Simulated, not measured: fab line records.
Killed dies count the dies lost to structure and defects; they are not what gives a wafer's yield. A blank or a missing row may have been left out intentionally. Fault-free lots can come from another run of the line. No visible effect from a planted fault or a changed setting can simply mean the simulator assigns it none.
Chamber matching | flow gf180mcu | cmp-01 running GF_V3_CMP_04: 4 sister chambers
The step polishes SiO2. 4 wafers are shown with their chamber, then 7 later ones without.

== EACH WAFER AND ITS CHAMBER ==
wafer  | chamber | motor-current-A (A)
L608.1 | 2       | 12.9
L622.6 | 1       | 11.7
L624.1 | 3       | 12.8
L624.2 | 0       | 11.0

== WAFERS WHOSE CHAMBER IS MISSING ==
wafer  | motor-current-A (A)
L624.5 | 10.5
L625.3 | 11.0
L625.4 | 12.6
L625.5 | 11.1
L628.1 | 13.2
L628.3 | 11.9
L628.4 | 10.7

== THE CHAMBER EACH PASSED THROUGH ==
wafer  | from the rows above     | in truth
L624.5 | 0                       | 0
L625.3 | 0                       | 0
L625.4 | can't be placed: 3 or 2 | 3
L625.5 | can't be placed: 0 or 1 | 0
L628.1 | can't be placed: 2 or 3 | 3
L628.3 | 1                       | 1
L628.4 | 0                       | 0
Placed correctly: 4 of 7. From these rows, 3 cannot be placed; in 3 the true chamber is one of the candidates. Wrongly placed: 0.
How it was worked out, from the rows above alone: a wafer's distance from a chamber is the root of the sum, over the readings, of the square of ((its reading less the chamber's mean) divided by the reading's scatter). The wafer belongs to the nearest chamber; if the next one is less than 2 further off, it can't be placed. Each chamber's mean is taken over the wafers shown for it. The scatter: with one shown wafer a chamber, the root of the mean of the squares of how far each hidden wafer lies from its nearest shown one.
